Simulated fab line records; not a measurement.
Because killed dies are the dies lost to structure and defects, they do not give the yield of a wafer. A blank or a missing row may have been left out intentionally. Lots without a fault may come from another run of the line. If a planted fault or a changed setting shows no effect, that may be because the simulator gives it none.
Matching of chambers || flow sfq_line || SFQ_TRILAYER_I6_DEP_PECVD_165 on pecvd-02 has 3 sister chambers
The step deposits SiO2 from SiH4/N2O, time 111.11 s, target thk 500 nm. 6 wafers are shown with their chamber, then 7 later ones without.

## EACH WAFER AND ITS CHAMBER
{"wafer": "L867.6", "chamber": 0, "showerhead_vpp_V (V)": 844, "heater_power_w (W)": 54}
{"wafer": "L869.2", "chamber": 0, "showerhead_vpp_V (V)": 842, "heater_power_w (W)": 56}
{"wafer": "L878.3", "chamber": 2, "showerhead_vpp_V (V)": 890, "heater_power_w (W)": 80}
{"wafer": "L878.5", "chamber": 2, "showerhead_vpp_V (V)": 881, "heater_power_w (W)": 79}
{"wafer": "L880.3", "chamber": 1, "showerhead_vpp_V (V)": 850, "heater_power_w (W)": 74}
{"wafer": "L880.4", "chamber": 1, "showerhead_vpp_V (V)": 862, "heater_power_w (W)": 79}

## WAFERS WITH NO CHAMBER GIVEN
{"wafer": "L880.5", "showerhead_vpp_V (V)": 861, "heater_power_w (W)": 71}
{"wafer": "L881.1", "showerhead_vpp_V (V)": 873, "heater_power_w (W)": 79}
{"wafer": "L881.3", "showerhead_vpp_V (V)": 838, "heater_power_w (W)": 61}
{"wafer": "L881.6", "showerhead_vpp_V (V)": 877, "heater_power_w (W)": 80}
{"wafer": "L884.1", "showerhead_vpp_V (V)": 880, "heater_power_w (W)": 77}
{"wafer": "L884.3", "showerhead_vpp_V (V)": 842, "heater_power_w (W)": 82}
{"wafer": "L884.6", "showerhead_vpp_V (V)": 843, "heater_power_w (W)": 84}

## THE CHAMBER EACH PASSED THROUGH
{"wafer": "L880.5", "from the rows above": 1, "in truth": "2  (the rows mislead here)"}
{"wafer": "L881.1", "from the rows above": "can't be placed: 2 or 1", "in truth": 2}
{"wafer": "L881.3", "from the rows above": 0, "in truth": 0}
{"wafer": "L881.6", "from the rows above": 2, "in truth": 2}
{"wafer": "L884.1", "from the rows above": 2, "in truth": 2}
{"wafer": "L884.3", "from the rows above": 1, "in truth": 1}
{"wafer": "L884.6", "from the rows above": 1, "in truth": 1}
5 of 7 placed correctly. Unplaceable from these rows: 1, with the true chamber sitting among the candidates in 1. Number placed wrongly: 1.
How it was worked out, from the rows above alone: a wafer's distance from a chamber is the root of the sum, over the readings, of the square of ((its reading less the chamber's mean) divided by the reading's scatter). The wafer belongs to the nearest chamber; if the next one is less than 2 further off, it can't be placed. For every chamber, the mean is computed from those of its wafers that are shown. The scatter: take each reading less its chamber's mean, square it, sum over the shown wafers, divide by the number of wafers less the number of chambers, and take the root.
